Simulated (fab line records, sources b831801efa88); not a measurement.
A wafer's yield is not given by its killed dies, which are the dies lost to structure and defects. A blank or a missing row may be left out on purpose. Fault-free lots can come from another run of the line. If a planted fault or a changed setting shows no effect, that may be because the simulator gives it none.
fab line records ; flow sky130
[record] lots = 6; wafers = 18; lastDay = 50
route steps=708 shown VT_ADJUST_HVTR@139 VT_ADJUST_PCH@143 SONOS_TUNNEL@154 PAD_OPEN@708
lots with no fault: from the same line, run without faults
startH: hours from the record's first day to the start of the lot's first wafer shown ; waitH: time in hours since the lot's previous step ; " repeats the value in the row above ; L1.1+2: a single row standing in for several wafers ; - no value, or no start was given ; * or withheld: withheld ; < > ~ a bound
route shown NAME@n: a module of which the file shows steps, and the number in the route of the first ; usual: mean and standard deviation over wafers with no fault ; same: alike in all rows ; chamber/n: place in a boat ; sites: per-site readings ; _std_site: how widely they spread, as a standard deviation ; _edge_site: mean of outer sites minus mean of inner sites ; radiusMm: for every site, how far away it sits from the centre of the wafer ; mask NAME#n: copy n ; behind: the most recent tool/chamber to have shaped the wafer ; hold: what put the lot on hold/how long, in hours/how the hold closed ; device: the transistor (n, p or np) that didn't switch ; end of line: at the end of the route, the tests of the same wafers ; step lacking rows: just its recipe ; killed: dies that structure and defects cost at the first sort, which is not the same as the wafer's yield ; map: per-die view of a wafer (x killed, . not killed, _ where there is no die)
set.NAME: the setting that was run; set.NAME@STEP: the one run at that earlier step ; model.NAME: the simulator's own value behind a step, which no gauge read
certain route steps with their lots: each step a table, each wafer a row
services: when a tool's chamber went out of use (startH, in hours from the record's first day, below 0 if earlier), for how many hours, and the reason
[[steps]]
[step SKY_VT_ADJUST_HVTR_OVL_MEAS_08]
[usual] VT_ADJUST_HVTR_OVL = -0.1/1.3
lot.wafer;tool;chamber;startH;waitH;VT_ADJUST_HVTR_OVL[nm]
L194.1;overlay-01;-;236.12;0.1;0.8
L194.2;overlay-01;-;236.12;0.1;1.1
L194.4;overlay-01;-;236.12;0.1;0.0
L206.1;overlay-02;-;303.82;0.1;0.9
L206.2;overlay-02;-;303.82;0.1;-1.5
L206.5;overlay-02;-;303.82;0.1;-0.3
L208.4;overlay-02;-;320.44;0.1;-1.7
L208.5;overlay-02;-;320.44;0.1;0.2
L208.6;overlay-02;-;320.44;0.1;-0.5
L210.2;overlay-01;-;334.77;0.1;0.4
L210.5;overlay-01;-;334.77;0.1;-0.6
L210.6;overlay-01;-;334.77;0.1;0.2
L213.1;overlay-02;-;363.17;0.1;0.4
L213.5;overlay-02;-;363.17;0.1;-1.0
L213.6;overlay-02;-;363.17;0.1;2.2
L214.1;overlay-01;-;365.02;0.1;-0.8
L214.2;overlay-01;-;365.02;0.1;0.0
L214.3;overlay-01;-;365.02;0.1;-2.5
[step SKY_VT_ADJUST_HVTR_IMPLANT_09]
[recipe] species = B; energyKev = 10; doseCm2 = 2.1e+12; tiltDeg = withheld
[step SKY_VT_ADJUST_HVTR_STRIP_10]
[recipe] chemistry = O2/N2; powerW = 1400; pressureMtorr = 1500; platenTempC = withheld; o2FlowSccm = 3000; n2FlowSccm = 300; overashFraction = 0.5
[usual] drypumpMotorCurrentA = 6.2/0.47; oesProductAu = 0.716/0.0052; stripTimeToEndpointS = 14.07/0.031
lot.wafer;tool;chamber;startH;waitH;drypumpMotorCurrentA;oesProductAu;rfHoursCounterH;stripTimeToEndpointS
L194.1;plasmaAsher-04;1;236.31;0.1;6.8;0.710;54;14.03
L194.2;plasmaAsher-04;0;236.31;0.1;6.3;0.713;54;14.00
L194.4;plasmaAsher-04;1;236.31;0.1;6.8;0.716;-;14.06
L206.1;plasmaAsher-01;0;304.00;0.1;5.7;0.723;64;14.04
L206.2;plasmaAsher-01;1;304.00;0.1;6.3;0.714;64;14.09
L206.5;plasmaAsher-01;1;304.00;0.1;6.2;0.718;-;14.09
L208.4;plasmaAsher-04;0;320.79;0.1;6.3;0.717;-;14.07
L208.5;plasmaAsher-04;0;320.79;0.1;6.3;0.715;-;14.09
L208.6;plasmaAsher-04;1;320.79;0.1;6.8;0.729;-;14.04
L210.2;plasmaAsher-01;1;334.98;0.1;6.3;0.715;67;14.05
L210.5;plasmaAsher-01;0;334.98;0.1;5.7;0.717;-;14.07
L210.6;plasmaAsher-01;1;334.98;0.1;6.2;0.719;-;14.06
L213.1;plasmaAsher-01;0;363.35;0.1;5.7;0.716;71;14.04
L213.5;plasmaAsher-01;1;363.35;0.1;6.3;0.719;-;14.00
L213.6;plasmaAsher-01;0;363.35;0.1;5.7;0.715;-;14.02
L214.1;plasmaAsher-03;1;365.21;0.1;5.6;0.727;53;14.04
L214.2;plasmaAsher-03;0;365.21;0.1;5.5;0.723;53;14.06
L214.3;plasmaAsher-03;1;365.21;0.1;5.6;0.718;-;14.05
[step SKY_VT_ADJUST_HVTR_TW_MEAS_11]
[usual] VT_ADJUST_HVTR_TW = 212.4/2.2
lot.wafer;tool;chamber;startH;waitH;VT_ADJUST_HVTR_TW
L194.1;filmMetro-03;-;236.41;0.1;212.0
L194.2;filmMetro-03;-;236.41;0.1;210.4
L194.4;filmMetro-03;-;236.41;0.1;211.2
L206.1;filmMetro-01;-;304.10;0.1;213.3
L206.2;filmMetro-01;-;304.10;0.1;212.4
L206.5;filmMetro-01;-;304.10;0.1;213.6
L208.4;filmMetro-02;-;320.88;0.1;214.6
L208.5;filmMetro-02;-;320.88;0.1;215.2
L208.6;filmMetro-02;-;320.88;0.1;213.5
L210.2;filmMetro-02;-;335.09;0.1;214.3
L210.5;filmMetro-02;-;335.09;0.1;213.6
L210.6;filmMetro-02;-;335.09;0.1;214.1
L213.1;filmMetro-03;-;363.45;0.1;209.7
L213.5;filmMetro-03;-;363.45;0.1;210.1
L213.6;filmMetro-03;-;363.45;0.1;210.9
L214.1;filmMetro-02;-;365.31;0.1;216.9
L214.2;filmMetro-02;-;365.31;0.1;214.8
L214.3;filmMetro-02;-;365.31;0.1;215.4
[step SKY_VT_ADJUST_PCH_DEHYDRATE_00]
[recipe] tempC = 200; timeS = 60
[step SKY_VT_ADJUST_PCH_HMDS_01]
[recipe] primeTimeS = 60; primeTempC = 120
[step SKY_VT_ADJUST_PCH_COAT_02]
[recipe] spinRpm = 2000; resistThkNm = 3000
[step SKY_VT_ADJUST_PCH_SOFTBAKE_03]
[recipe] tempC = 110; timeS = withheld
[step SKY_VT_ADJUST_PCH_EXPOSE_04]
[recipe] maskId = NWM; na = 0.6; sourceShape = conventional; sigmaOuter = 0.6; polarization = unpolarized; targetCdNm = 840; doseMj = 255
[step SKY_VT_ADJUST_PCH_PEB_05]
[recipe] tempC = 115; timeS = withheld
[step SKY_VT_ADJUST_PCH_DEVELOP_06]
[recipe] wallAngleDeg = 90; developer = TMAH; developTimeS = 60; devTempC = 23
[step SKY_VT_ADJUST_PCH_OVL_MEAS_07]
[usual] VT_ADJUST_PCH_OVL = 0.7/1.4
lot.wafer;tool;chamber;startH;waitH;VT_ADJUST_PCH_OVL[nm]
L194.1;overlay-02;-;261.09;-;1.5
L194.2;overlay-02;-;261.09;-;-0.2
L194.4;overlay-02;-;261.09;-;0.0
L206.1;overlay-02;-;330.99;-;-0.7
L206.2;overlay-02;-;330.99;-;0.6
L206.5;overlay-02;-;330.99;-;-0.5
L208.4;overlay-01;-;349.17;-;-0.4
L208.5;overlay-01;-;349.17;-;1.0
L208.6;overlay-01;-;349.17;-;0.9
L210.2;overlay-02;-;364.31;-;-1.5
L210.5;overlay-02;-;364.31;-;-1.1
L210.6;overlay-02;-;364.31;-;1.4
L213.1;overlay-02;-;391.29;-;0.7
L213.5;overlay-02;-;391.29;-;1.7
L213.6;overlay-02;-;391.29;-;1.7
L214.1;overlay-01;-;392.79;-;0.1
L214.2;overlay-01;-;392.79;-;1.7
L214.3;overlay-01;-;392.79;-;1.7
[step SKY_VT_ADJUST_PCH_IMPLANT_08]
[recipe] species = B; energyKev = 10; doseCm2 = 5e+11; tiltDeg = withheld
[usual] beamOnS = 9.99/0.21
lot.wafer;tool;chamber;startH;waitH;beamOnS
L194.1;implanter-01;0;261.13;0.0;10.25
L194.2;implanter-01;0;261.13;0.0;9.96
L194.4;implanter-01;0;261.13;0.0;9.98
L206.1;implanter-04;0;331.03;0.0;10.40
L206.2;implanter-04;0;331.03;0.0;9.69
L206.5;implanter-04;0;331.03;0.0;9.79
L208.4;implanter-01;0;349.26;0.1;9.64
L208.5;implanter-01;0;349.26;0.1;10.03
L208.6;implanter-01;0;349.26;0.1;9.62
L208.4;implanter-01;0;349.58;0.3;9.82
L208.5;implanter-01;0;349.58;0.3;9.92
L208.6;implanter-01;0;349.58;0.3;10.06
L210.2;implanter-01;0;364.36;0.0;9.97
L210.5;implanter-01;0;364.36;0.0;9.78
L210.6;implanter-01;0;364.36;0.0;9.78
L210.2;implanter-01;0;364.68;0.3;9.97
L210.5;implanter-01;0;364.68;0.3;9.86
L210.6;implanter-01;0;364.68;0.3;10.04
L213.1;implanter-03;0;391.33;0.0;10.10
L213.5;implanter-03;0;391.33;0.0;10.35
L213.6;implanter-03;0;391.33;0.0;9.90
L214.1;implanter-04;0;392.83;0.0;9.93
L214.2;implanter-04;0;392.83;0.0;9.93
L214.3;implanter-04;0;392.83;0.0;10.21
[step SKY_VT_ADJUST_PCH_STRIP_09]
[recipe] chemistry = O2/N2; powerW = 1400; pressureMtorr = 1500; platenTempC = withheld; o2FlowSccm = 3000; n2FlowSccm = 300; overashFraction = 0.5
[usual] drypumpMotorCurrentA = 6.2/0.45; oesProductAu = 0.722/0.0041; stripTimeToEndpointS = 36.95/0.11
lot.wafer;tool;chamber;startH;waitH;drypumpMotorCurrentA;oesProductAu;rfHoursCounterH;stripTimeToEndpointS
L194.1;plasmaAsher-04;1;261.28;0.1;6.8;0.726;57;37.11
L194.2;plasmaAsher-04;0;261.28;0.1;6.3;0.726;57;37.12
L194.4;plasmaAsher-04;0;261.28;0.1;6.3;0.720;-;37.11
L206.1;plasmaAsher-04;0;331.18;0.1;6.3;0.720;64;37.05
L206.2;plasmaAsher-04;1;331.18;0.1;6.8;0.720;64;36.99
L206.5;plasmaAsher-04;0;331.18;0.1;6.3;0.725;-;36.87
L208.4;plasmaAsher-01;0;349.69;0.1;5.7;0.719;-;36.94
L208.5;plasmaAsher-01;1;349.69;0.1;6.3;0.732;-;36.90
L208.6;plasmaAsher-01;0;349.69;0.1;5.7;0.724;-;36.89
L210.2;plasmaAsher-01;1;364.95;0.2;6.3;0.728;71;37.04
L210.5;plasmaAsher-01;1;364.95;0.2;6.3;0.717;-;37.06
L210.6;plasmaAsher-01;0;364.95;0.2;5.7;0.718;-;36.96
L213.1;plasmaAsher-02;1;391.48;0.1;6.0;0.719;27;36.93
L213.5;plasmaAsher-02;1;391.48;0.1;6.1;0.722;-;36.98
L213.6;plasmaAsher-02;0;391.48;0.1;5.4;0.723;-;36.82
L214.1;plasmaAsher-01;1;392.98;0.1;6.3;0.719;74;36.77
L214.2;plasmaAsher-01;0;392.98;0.1;5.7;0.720;74;36.79
L214.3;plasmaAsher-01;0;392.98;0.1;5.7;0.716;-;36.80
[step SKY_VT_ADJUST_PCH_TW_MEAS_10]
[usual] VT_ADJUST_PCH_TW = 143.4/2.1
lot.wafer;tool;chamber;startH;waitH;VT_ADJUST_PCH_TW
L194.1;filmMetro-01;-;261.38;0.1;143.8
L194.2;filmMetro-01;-;261.38;0.1;143.9
L194.4;filmMetro-01;-;261.38;0.1;144.5
L206.1;filmMetro-04;-;331.28;0.1;140.7
L206.2;filmMetro-04;-;331.28;0.1;140.8
L206.5;filmMetro-04;-;331.28;0.1;141.7
L208.4;filmMetro-02;-;349.79;0.1;175.0
L208.5;filmMetro-02;-;349.79;0.1;176.2
L208.6;filmMetro-02;-;349.79;0.1;175.5
L210.2;filmMetro-04;-;365.13;0.1;169.2
L210.5;filmMetro-04;-;365.13;0.1;168.9
L210.6;filmMetro-04;-;365.13;0.1;169.9
L213.1;filmMetro-01;-;391.58;0.1;143.2
L213.5;filmMetro-01;-;391.58;0.1;142.9
L213.6;filmMetro-01;-;391.58;0.1;143.4
L214.1;filmMetro-04;-;393.08;0.1;140.8
L214.2;filmMetro-04;-;393.08;0.1;140.8
L214.3;filmMetro-04;-;393.08;0.1;140.7
[step SKY_SONOS_TUNNEL_DEHYDRATE_00]
[recipe] tempC = 200; timeS = 60
[step SKY_PAD_OPEN_PROBE_99]
[usual] killed_at_M0_to_M3 = 44/6.7; killed_at_M4_up = 3.1/1.8; killedAtContacts = 24/5.1; killedAtFrontEnd = 16/4.7; killedAtOther = 0.3/0.59; killedDies = 88/9.6; killedOpen = 48/7.3; killedShort = 39/6.5
[same] grossDies = 492; killedAtBackSide = 0
lot.wafer;tool;chamber;startH;waitH;killed_at_M0_to_M3;killed_at_M4_up;killedAtContacts;killedAtFrontEnd;killedAtOther;killedDies;killedOpen;killedShort
L210.6;prober-02;-;1178.06;0.2;50;5;26;11;1;93;52;41
L213.1;prober-01;-;1194.05;0.1;47;1;13;11;0;72;38;34
L213.5;prober-01;-;1194.25;0.2;57;2;23;26;0;108;49;59
L213.6;prober-01;-;1194.30;0.2;35;0;17;10;0;62;36;26
L214.1;prober-02;-;1197.42;0.1;47;3;35;9;0;94;50;44
L214.2;prober-02;-;1197.47;0.1;38;1;25;19;0;83;48;34
L214.3;prober-02;-;1197.52;0.2;48;4;18;27;1;98;52;46
// killed by level:class
L210.6 VIA1:geometricParticle:open=12 CONTACT:geometricParticle:open=12 VIA3:geometricParticle:open=7 LI_CONTACT:geometricParticle:open=7 METAL2:geometricParticle:short=6 METAL1:geometricParticle:short=5 FIELD_ISO:geometricParticle:open=4 METAL3:geometricParticle:short=4
L213.1 VIA1:geometricParticle:open=11 VIA3:geometricParticle:open=7 METAL3:geometricParticle:short=6 FIELD_ISO:geometricParticle:short=5 LOCAL_INTERCONNECT:geometricParticle:short=5 METAL2:geometricParticle:short=5 CONTACT:geometricParticle:open=4 METAL1:geometricParticle:short=4
L213.5 VIA1:geometricParticle:open=16 FIELD_ISO:geometricParticle:open=7 VIA1:geometricParticle:short=7 VIA2:geometricParticle:short=7 POLY_GATE:geometricParticle:short=6 LI_CONTACT:geometricParticle:open=6 CONTACT:geometricParticle:short=6 METAL2:geometricParticle:short=6
L213.6 CONTACT:geometricParticle:open=8 VIA2:geometricParticle:open=7 VIA3:geometricParticle:open=7 VIA2:geometricParticle:short=7 METAL1:geometricParticle:short=4 VIA3:geometricParticle:short=4 POLY_GATE:geometricParticle:open=3 LI_CONTACT:geometricParticle:open=3
L214.1 CONTACT:geometricParticle:open=16 VIA1:geometricParticle:open=15 LOCAL_INTERCONNECT:geometricParticle:short=7 VIA2:geometricParticle:open=7 METAL2:geometricParticle:short=6 VIA2:geometricParticle:short=5 CONTACT:geometricParticle:short=4 VIA1:geometricParticle:short=4
L214.2 CONTACT:geometricParticle:open=11 VIA1:geometricParticle:open=9 VIA1:geometricParticle:short=7 FIELD_ISO:geometricParticle:short=6 LI_CONTACT:geometricParticle:open=6 FIELD_ISO:geometricParticle:open=5 VIA2:geometricParticle:open=5 VIA3:geometricParticle:open=5
L214.3 VIA1:geometricParticle:open=12 VIA3:geometricParticle:open=10 FIELD_ISO:geometricParticle:short=9 METAL3:geometricParticle:short=7 POLY_GATE:geometricParticle:open=6 METAL2:geometricParticle:short=6 FIELD_ISO:geometricParticle:open=5 LI_CONTACT:geometricParticle:short=5
[[services]]
tool;chamber;startH;hours;kind
implanter-01;-;215.53;1.8;repair
implanter-03;-;226.43;4.3;repair
implanter-01;-;231.69;3.5;repair
plasmaAsher-03;-;236.19;1.2;repair
implanter-04;-;241.55;2.2;repair
implanter-04;-;252.06;2.3;repair
implanter-03;-;288.50;3.4;repair
plasmaAsher-03;-;292.58;14.6;pm
implanter-01;-;320.02;2.4;repair
plasmaAsher-04;-;327.60;3.5;repair
implanter-04;-;327.82;0.9;repair
plasmaAsher-04;-;334.54;1.7;repair
plasmaAsher-04;-;347.88;11.7;repair
implanter-04;-;350.72;4.7;repair
implanter-03;-;368.14;16.0;pm
plasmaAsher-02;-;382.76;7.7;repair
implanter-01;-;383.04;5.5;pm
[[key]]
[firstSign] step = SKY_VT_ADJUST_PCH_IMPLANT_08; reading = visit; direction = added
[effect] step = SKY_VT_ADJUST_PCH_TW_MEAS_10; reading = VT_ADJUST_PCH_TW; direction = up; sigmas = 14; usual = 143.4; struck = 172.5
metAt SKY_VT_ADJUST_PCH_IMPLANT_08
struckWafers L208.4,L208.5,L208.6,L210.2,L210.5,L210.6
rowsEnd L208.4,L208.5,L208.6
testerLeftOut L210
[fault] kind = repeatedStepWhole; tool = implanter-01,implanter-03,implanter-04; chamber = -; onsetH = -; steps = SKY_VT_ADJUST_PCH_IMPLANT_08; times = 1; scope = struckLotsOnly
// testerLeftOut: of these lots the tester's yield and bins aren't shown, on N5 and GAA mostly nor the transistor test; their killed dies are dies lost to structure and defects alone, not to doping, threshold or leakage, so they don't give the yield
// rowsEnd: these wafers met a further fault down the route, and their rows from its step on are left out
